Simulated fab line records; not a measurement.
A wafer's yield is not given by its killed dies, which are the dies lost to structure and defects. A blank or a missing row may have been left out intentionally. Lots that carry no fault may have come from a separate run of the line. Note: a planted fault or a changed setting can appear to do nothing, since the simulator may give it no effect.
fab line records | flow sky130
[record] lots = 6 | wafers = 18 | lastDay = 49
route steps=708 shown VIA3@575 PAD_OPEN@708
lots with no fault: from the same line, run without faults
startH: start of the lot's first displayed wafer, in hours after the record's first day | waitH: hours from the lot's prior step to this one | " the same as in the row above | L1.1+2: a single row standing in for several wafers | - no value, or no start given | * or withheld: withheld | < > ~ a bound
route shown NAME@n: NAME is a module with steps in the file, n the number in the route of the first one | usual: the fault-free wafers' mean and standard deviation | same: alike in all rows | chamber/n: place in a boat | sites: per-site readings | _std_site: the values' standard deviation | _edge_site: the outer-site mean with the inner-site mean subtracted | radiusMm: how far each site lies from the wafer's centre | mask NAME#n: copy n | behind: tool/chamber where the wafer was last shaped | hold: cause of the lot's hold/its duration in hours/its outcome | device: which transistor (n, p or np) failed to switch | end of line: the tests these same wafers got at the end of their route | a step with no rows: only its recipe | killed: at the first sort, the dies lost to defects and structure; wafer yield is something else | map: dies across one wafer; x = killed, . = not, _ = none there
set.NAME: setting as actually run; set.NAME@STEP: the setting as run at that earlier step | model.NAME: the simulator's own value behind a step, which no gauge read
a table for each step, a row for each wafer; lots at some steps of the route
services: a tool's chamber out of use, with start hour (startH, from the record's first day; less than 0 if before it), hours out, and reason
[[steps]]
[step SKY_VIA3_CMP_02]
[recipe] material = SiO2 | downForcePsi = 4 | platenRpm = 60 | padVelocityMS = 0.94248
[usual] motorCurrentA = 11.5/0.73 | platenRpm = 60.00/0.043
lot.wafer | tool   | chamber | startH  | waitH | motorCurrentA | platenRpm
L472.1    | cmp-02 | 0       | 899.61  | 0.1   | 12.2          | 60.01
L472.4    | "      | 2       | "       | "     | 9.9           | 60.03
L472.5    | "      | 1       | "       | "     | 11.5          | 60.01
L474.4    | cmp-02 | 3       | 903.36  | 0.1   | 11.4          | 60.02
L474.3    | "      | 1       | "       | "     | 10.9          | 59.93
L474.6    | "      | 3       | "       | "     | 11.8          | 60.02
L479.3    | cmp-01 | 1       | 999.38  | 0.1   | 12.7          | 59.97
L479.5    | "      | 3       | "       | "     | 11.8          | 59.94
L479.6    | "      | 0       | "       | "     | 11.2          | 60.11
L488.1    | cmp-02 | 3       | 1016.01 | 0.1   | 11.7          | 59.97
L488.3    | "      | 2       | "       | "     | 10.2          | 59.94
L488.5    | "      | 0       | "       | "     | 11.5          | 59.95
L489.4    | cmp-01 | 0       | 1016.72 | 0.1   | 11.7          | 59.99
L489.2    | "      | 1       | "       | "     | 12.9          | 59.99
L489.6    | "      | 0       | "       | "     | 11.5          | 60.01
L490.1    | cmp-02 | 2       | 1019.19 | 0.1   | 10.6          | 60.01
L490.3    | "      | 0       | "       | "     | 12.5          | 59.94
L490.6    | "      | 2       | "       | "     | 10.6          | 60.04
[step SKY_VIA3_BOW_MEAS_03]
[recipe] mode = bow
[usual] VIA3_BOW = 79/7.6
lot.wafer | tool         | chamber | startH  | waitH | VIA3_BOW[um]
L472.1    | filmMetro-04 | -       | 899.91  | 0.2   | 92
L472.4    | "            | -       | "       | "     | 92
L472.5    | "            | -       | "       | "     | 75
L474.3    | filmMetro-01 | -       | 903.65  | 0.1   | 77
L474.4    | "            | -       | "       | "     | 90
L474.6    | "            | -       | "       | "     | 72
L479.3    | filmMetro-01 | -       | 999.62  | 0.2   | 87
L479.5    | "            | -       | "       | "     | 89
L479.6    | "            | -       | "       | "     | 96
L488.1    | filmMetro-03 | -       | 1016.31 | 0.2   | 88
L488.3    | "            | -       | "       | "     | 71
L488.5    | "            | -       | "       | "     | 73
L489.2    | filmMetro-04 | -       | 1016.99 | 0.2   | 85
L489.4    | "            | -       | "       | "     | 82
L489.6    | "            | -       | "       | "     | 87
L490.1    | filmMetro-01 | -       | 1019.49 | 0.2   | 78
L490.3    | "            | -       | "       | "     | 81
L490.6    | "            | -       | "       | "     | 77
[step SKY_VIA3_DEHYDRATE_04]
[recipe] tempC = 200 | timeS = 60
[step SKY_VIA3_HMDS_05]
[recipe] primeTimeS = 60 | primeTempC = 120
[step SKY_VIA3_COAT_06]
[recipe] resist = BARC | tempC = withheld | timeS = withheld | spinRpm = 3000 | resistThkNm = 60
[step SKY_VIA3_COAT_07]
[recipe] resist = KrF-thick | spinRpm = 3000 | resistThkNm = 450
[step SKY_VIA3_SOFTBAKE_08]
[recipe] tempC = 100 | timeS = 90 | resist = KrF-thick
[step SKY_VIA3_EXPOSE_09]
[recipe] maskId = VIM3 | na = 0.8 | sourceShape = annular | sigmaInner = 0.55 | sigmaOuter = 0.85 | targetCdNm = 200 | doseMj = 38
[step SKY_VIA3_PEB_10]
[recipe] pebTempC = withheld | pebTimeS = withheld | resist = KrF-thick
[step SKY_VIA3_DEVELOP_11]
[recipe] developTimeS = 60 | resist = KrF-thick | devTempC = 21
[step SKY_VIA3_CD_MEAS_12]
[recipe] targetCdNm = 200
[usual] cdNm = 200.1/1.3
lot.wafer | tool     | chamber | startH  | waitH | cdNm
L472.1    | cdSem-02 | -       | 925.54  | -     | 197.9
L472.4    | "        | -       | "       | "     | 197.5
L472.5    | "        | -       | "       | "     | 199.0
L474.3    | cdSem-02 | -       | 929.45  | -     | 198.6
L474.4    | "        | -       | "       | "     | 199.3
L474.6    | "        | -       | "       | "     | 199.0
L479.3    | cdSem-02 | -       | 1023.45 | -     | 199.3
L479.5    | "        | -       | "       | "     | 198.9
L479.6    | "        | -       | "       | "     | 200.0
L488.1    | cdSem-02 | -       | 1038.26 | -     | 201.0
L488.3    | "        | -       | "       | "     | 200.2
L488.5    | "        | -       | "       | "     | 198.8
L489.2    | cdSem-01 | -       | 1038.96 | -     | 200.2
L489.4    | "        | -       | "       | "     | 199.0
L489.6    | "        | -       | "       | "     | 199.7
L490.1    | cdSem-02 | -       | 1040.79 | -     | 198.8
L490.3    | "        | -       | "       | "     | 198.1
L490.6    | "        | -       | "       | "     | 197.7
[step SKY_VIA3_OVL_MEAS_13]
[usual] VIA3_OVL = -4/5.1
lot.wafer | tool       | chamber | startH  | waitH | VIA3_OVL[nm]
L472.1    | overlay-01 | -       | 925.66  | 0.1   | -7
L472.4    | "          | -       | "       | "     | -10
L472.5    | "          | -       | "       | "     | -3
L474.3    | overlay-02 | -       | 929.54  | 0.1   | -9
L474.4    | "          | -       | "       | "     | -4
L474.6    | "          | -       | "       | "     | -9
L479.3    | overlay-01 | -       | 1023.54 | 0.1   | -1
L479.5    | "          | -       | "       | "     | 0
L479.6    | "          | -       | "       | "     | -4
L488.1    | overlay-01 | -       | 1038.38 | 0.1   | 2
L488.3    | "          | -       | "       | "     | 0
L488.5    | "          | -       | "       | "     | -6
L489.2    | overlay-02 | -       | 1039.06 | 0.1   | -2
L489.4    | "          | -       | "       | "     | -7
L489.6    | "          | -       | "       | "     | -5
L490.1    | overlay-02 | -       | 1040.91 | 0.1   | 3
L490.3    | "          | -       | "       | "     | -1
L490.6    | "          | -       | "       | "     | 4
[step SKY_VIA3_ETCH_14]
[recipe] chemistry = N2/H2 | target = BARC | ionEnergyEv = 192.7 | sourceW = 500 | biasW = 100 | pressureMtorr = 30 | n2FlowSccm = 100 | h2FlowSccm = 200 | stopOn = SiO2 | timeS = 45.9 | targetDepthA = 600
[usual] drypumpMotorCurrentA = 5.6/0.54 | oesProductAu = 0.855/0.0045 | runLengthS = 74.3/0.51 | throttleValvePct = 13.225/0.0091
lot.wafer | tool       | chamber | startH  | waitH | drypumpMotorCurrentA | oesProductAu | rfHoursCounterH | runLengthS | throttleValvePct | model.KrF-thick_of_VIA3_COAT_07.thkNm
L472.1    | rieDiel-02 | 2       | 925.69  | 0.0   | 4.8                  | 0.854        | 18              | 75.1       | 13.233           | 391.6
L472.4    | "          | 1       | "       | "     | 5.5                  | 0.856        | 14              | 74.9       | 13.217           | 392.4
L472.5    | "          | 0       | "       | "     | 6.6                  | 0.852        | -               | 74.9       | 13.229           | 394.2
L474.3    | rieDiel-03 | 0       | 929.57  | 0.0   | 5.6                  | 0.861        | 4               | 74.0       | 13.218           | 395.2
L474.4    | "          | 1       | "       | "     | 5.2                  | 0.855        | 16              | 74.1       | 13.218           | 393.1
L474.6    | "          | 0       | "       | "     | 5.6                  | 0.856        | -               | 73.7       | 13.229           | 396.1
L479.3    | rieDiel-03 | 2       | 1023.57 | 0.0   | 5.8                  | 0.850        | 21              | 73.6       | 13.217           | 398.1
L479.5    | "          | 3       | "       | "     | 6.2                  | 0.854        | -               | 73.6       | 13.228           | 395.2
L479.6    | "          | 2       | "       | "     | 5.8                  | 0.849        | -               | 73.4       | 13.222           | 396.5
L488.1    | rieDiel-02 | 1       | 1038.42 | 0.0   | 5.5                  | 0.912        | 18              | 72.1       | 13.239           | 398.3
L488.3    | "          | 3       | "       | "     | 5.8                  | 0.917        | 22              | 71.0       | 13.233           | 398.1
L488.5    | "          | 0       | "       | "     | 6.6                  | 0.912        | -               | 71.2       | 13.221           | 397.5
L489.2    | rieDiel-03 | 2       | 1039.09 | 0.0   | 5.8                  | 0.861        | 22              | 73.5       | 13.208           | 393.5
L489.4    | "          | 0       | "       | "     | 5.7                  | 0.851        | 8               | 73.4       | 13.219           | 394.9
L489.6    | "          | 2       | "       | "     | 5.8                  | 0.856        | -               | 73.9       | 13.225           | 396
L490.1    | rieDiel-02 | 2       | 1040.94 | 0.0   | 4.8                  | 0.919        | 22              | 71.7       | 13.233           | 396.9
L490.3    | "          | 3       | "       | "     | 5.8                  | 0.916        | 22              | 71.4       | 13.224           | 399.4
L490.6    | "          | 3       | "       | "     | 5.8                  | 0.914        | -               | 71.2       | 13.211           | 397.9
[step SKY_VIA3_ETCH_15]
[recipe] target = SiO2 | chemistry = C4F8/O2/Ar | targetDepthNm = 507 | stopOn = TiN | maskMaterial = KrF-thick | sourceW = 1500 | biasW = 1200 | pressureMtorr = 40 | c4f8FlowSccm = withheld | O2_flow_sccm = 6 | Ar_flow_sccm = 300 | timeS = 78
[usual] oesProductAu = 0.946/0.0048 | runLengthS = 106.4/0.49
lot.wafer | tool       | chamber | startH  | waitH | oesProductAu | rfHoursCounterH | runLengthS
L472.1    | rieDiel-02 | 2       | 925.73  | 0.0   | 0.948        | 18              | 107.0
L472.4    | "          | 1       | "       | "     | 0.943        | 14              | 107.0
L472.5    | "          | 0       | "       | "     | 0.945        | -               | 106.8
L474.3    | rieDiel-03 | 0       | 929.61  | 0.0   | 0.950        | 4               | 105.5
L474.4    | "          | 1       | "       | "     | 0.937        | 16              | 106.3
L474.6    | "          | 0       | "       | "     | 0.941        | -               | 105.5
L479.3    | rieDiel-03 | 2       | 1023.61 | 0.0   | 0.951        | 21              | 105.6
L479.5    | "          | 3       | "       | "     | 0.953        | -               | 105.8
L479.6    | "          | 2       | "       | "     | 0.946        | -               | 105.5
L488.1    | rieDiel-02 | 1       | 1038.46 | 0.0   | 0.948        | 18              | 106.8
L488.3    | "          | 3       | "       | "     | 0.952        | 22              | 107.2
L488.5    | "          | 0       | "       | "     | 0.950        | -               | 107.0
L489.2    | rieDiel-03 | 2       | 1039.14 | 0.0   | 0.947        | 22              | 105.9
L489.4    | "          | 0       | "       | "     | 0.949        | 8               | 105.4
L489.6    | "          | 2       | "       | "     | 0.946        | -               | 105.9
L490.1    | rieDiel-02 | 2       | 1040.99 | 0.0   | 0.948        | 22              | 106.9
L490.3    | "          | 3       | "       | "     | 0.951        | 22              | 106.4
L490.6    | "          | 3       | "       | "     | 0.943        | -               | 106.6
[step SKY_PAD_OPEN_PROBE_99]
[usual] defectLimitedYield = 82.5/2 | killed_at_M0_to_M3 = 43/7.3 | killed_at_M4_up = 3.5/2.2 | killedAtContacts = 24/5.3 | killedAtFrontEnd = 15/4.2 | killedAtOther = 0.3/0.67 | killedDies = 86/9.8 | killedOpen = 47/7.2 | killedShort = 39/6.5 | sort_bin_3_pad_short = 0.9/0.42 | sort_bin_5_function = 10.4/1.5 | sort_bin_6_memory = 6.3/1.2 | sort_bin_8_speed = 0.00/0.038 | sortNPass = 406/9.9 | sortYieldPct = 82.5/2
[same] grossDies = 492 | killedAtBackSide = 0 | sort_bin_4_leakage[%] = 0
lot.wafer | tool      | chamber | startH  | waitH | defectLimitedYield[%] | killed_at_M0_to_M3 | killed_at_M4_up | killedAtContacts | killedAtFrontEnd | killedAtOther | killedDies | killedOpen | killedShort | sort_bin_3_pad_short[%] | sort_bin_5_function[%] | sort_bin_6_memory[%] | sort_bin_8_speed[%] | sortNPass | sortYieldPct[%]
L474.3    | prober-01 | -       | 1077.27 | 0.2   | 81.7                  | 52                 | 6               | 18               | 14               | 0             | 90         | 47         | 43          | 1.2                     | 9.3                    | 7.7                  | 0                   | 402       | 81.7
L474.4    | prober-01 | -       | 1077.32 | 0.2   | 83.3                  | 39                 | 2               | 25               | 13               | 3             | 82         | 44         | 35          | 0.4                     | 10.6                   | 5.7                  | 0                   | 410       | 83.3
L474.6    | prober-01 | -       | 1077.42 | 0.2   | 81.7                  | 41                 | 5               | 24               | 20               | 0             | 90         | 55         | 35          | 0                       | 10.6                   | 7.7                  | 0                   | 402       | 81.7
L489.2    | prober-02 | -       | 1169.95 | 0.1   | 81.3                  | 44                 | 6               | 19               | 23               | 0             | 92         | 51         | 41          | 0.6                     | 11.0                   | 7.1                  | 0                   | 400       | 81.3
L489.4    | prober-02 | -       | 1170.05 | 0.2   | 84.8                  | 41                 | 2               | 22               | 10               | 0             | 75         | 38         | 37          | 0.8                     | 8.5                    | 5.9                  | 0                   | 417       | 84.8
L489.6    | prober-02 | -       | 1170.15 | 0.2   | 84.8                  | 37                 | 3               | 23               | 12               | 0             | 75         | 46         | 29          | 0.8                     | 8.5                    | 5.9                  | 0                   | 417       | 84.8
L490.1    | prober-01 | -       | 1171.40 | 0.1   | 80.9                  | 56                 | 4               | 26               | 8                | 0             | 94         | 42         | 52          | 1.8                     | 10.8                   | 6.5                  | 0                   | 398       | 80.9
L490.3    | prober-01 | -       | 1171.50 | 0.2   | 83.5                  | 36                 | 2               | 30               | 12               | 1             | 81         | 45         | 36          | 1.0                     | 11.2                   | 4.3                  | 0                   | 411       | 83.5
L490.6    | prober-01 | -       | 1171.65 | 0.2   | 83.5                  | 44                 | 2               | 20               | 15               | 0             | 81         | 46         | 35          | 0.6                     | 10.0                   | 5.9                  | 0                   | 411       | 83.5
// killed by level:class
L474.3 VIA3:geometricParticle:open=8 VIA1:geometricParticle:short=7 CONTACT:geometricParticle:open=7 VIA1:geometricParticle:open=7 METAL3:geometricParticle:short=6 METAL2:geometricParticle:short=6 METAL1:geometricParticle:short=5 FIELD_ISO:geometricParticle:open=4
L474.4 CONTACT:geometricParticle:open=9 LI_CONTACT:geometricParticle:open=6 LOCAL_INTERCONNECT:geometricParticle:short=6 METAL2:geometricParticle:short=6 VIA2:geometricParticle:open=6 METAL1:geometricParticle:short=5 VIA1:geometricParticle:open=5 METAL3:geometricParticle:short=4
L474.6 VIA1:geometricParticle:open=14 CONTACT:geometricParticle:open=11 LI_CONTACT:geometricParticle:open=7 VIA2:geometricParticle:short=6 FIELD_ISO:geometricParticle:short=5 METAL2:geometricParticle:short=5 VIA3:geometricParticle:open=5 FIELD_ISO:geometricParticle:open=4
L489.2 VIA1:geometricParticle:open=12 VIA2:geometricParticle:open=7 FIELD_ISO:geometricParticle:short=6 LI_CONTACT:geometricParticle:open=6 METAL3:geometricParticle:short=6 VIA3:geometricParticle:open=6 POLY_GATE:geometricParticle:open=5 METAL1:geometricParticle:short=5
L489.4 CONTACT:geometricParticle:open=11 VIA1:geometricParticle:open=8 LOCAL_INTERCONNECT:geometricParticle:short=5 VIA1:geometricParticle:short=5 VIA2:geometricParticle:open=5 METAL2:geometricParticle:short=4 VIA2:geometricParticle:short=4 METAL3:geometricParticle:short=4
L489.6 VIA1:geometricParticle:open=14 CONTACT:geometricParticle:open=9 LI_CONTACT:geometricParticle:open=6 POLY_GATE:geometricParticle:open=5 METAL1:geometricParticle:short=5 CONTACT:geometricParticle:short=4 VIA2:geometricParticle:open=4 POLY_GATE:geometricParticle:short=3
L490.1 VIA1:geometricParticle:open=8 VIA2:geometricParticle:open=7 METAL2:geometricParticle:short=7 CONTACT:geometricParticle:open=6 METAL1:geometricParticle:short=6 VIA1:geometricParticle:short=6 VIA3:geometricParticle:open=6 LI_CONTACT:geometricParticle:short=5
L490.3 VIA1:geometricParticle:open=10 CONTACT:geometricParticle:open=10 LI_CONTACT:geometricParticle:open=8 METAL2:geometricParticle:short=6 LOCAL_INTERCONNECT:geometricParticle:short=5 FIELD_ISO:geometricParticle:open=4 POLY_GATE:geometricParticle:short=4 VIA3:geometricParticle:short=4
L490.6 CONTACT:geometricParticle:open=9 LI_CONTACT:geometricParticle:open=7 VIA1:geometricParticle:open=7 VIA2:geometricParticle:open=6 METAL1:geometricParticle:short=6 POLY_GATE:geometricParticle:open=5 POLY_GATE:geometricParticle:short=5 VIA3:geometricParticle:open=5
[[services]]
tool       | chamber | startH  | hours | kind
cmp-02     | -       | 879.76  | 5.4   | pm
rieDiel-02 | 0       | 888.06  | 4.5   | repair
cmp-02     | -       | 893.88  | 2.5   | repair
cmp-02     | -       | 906.78  | 0.3   | repair
cmp-02     | -       | 912.17  | 4.0   | pm
cmp-02     | -       | 916.17  | -     | consumableReplace:conditioner
cmp-02     | -       | 916.17  | -     | consumableReplace:pad
cmp-01     | -       | 919.87  | 3.5   | pm
cmp-01     | -       | 931.72  | 4.6   | repair
rieDiel-03 | -       | 931.74  | 0.6   | repair
cmp-02     | -       | 950.31  | 4.1   | repair
cmp-02     | -       | 996.56  | 0.8   | repair
rieDiel-03 | -       | 1002.00 | 0.3   | repair
rieDiel-02 | -       | 1006.25 | 0.7   | repair
rieDiel-02 | 1       | 1009.74 | 9.6   | repair
cmp-02     | -       | 1018.82 | 0.3   | repair
rieDiel-02 | -       | 1039.16 | 0.1   | repair
[[key]]
[firstSign] step = SKY_VIA3_ETCH_14 | reading = oesProductAu | direction = up | sigmas = 13 | usual = 0.855 | struck = 0.915
[effect] step = SKY_VIA3_ETCH_14 | reading = runLengthS | direction = down | sigmas = 5.7 | usual = * | struck = *
[modelEffect] step = SKY_VIA3_ETCH_14 | value = KrF-thick_of_VIA3_COAT_07.thkNm | without = 394.9 | struck = 398
metAt SKY_VIA3_ETCH_14
struckWafers L488.1,L488.3,L488.5,L490.1,L490.3,L490.6
onsetBetween 925.69 1038.42
[fault] kind = processParameterDrift | tool = rieDiel-02 | chamber = - | onsetH = 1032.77 | steps = SKY_VIA3_ETCH_14 | channel = timeS | offset = * | shape = step | endH = 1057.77 | actsIn = * | stated = *
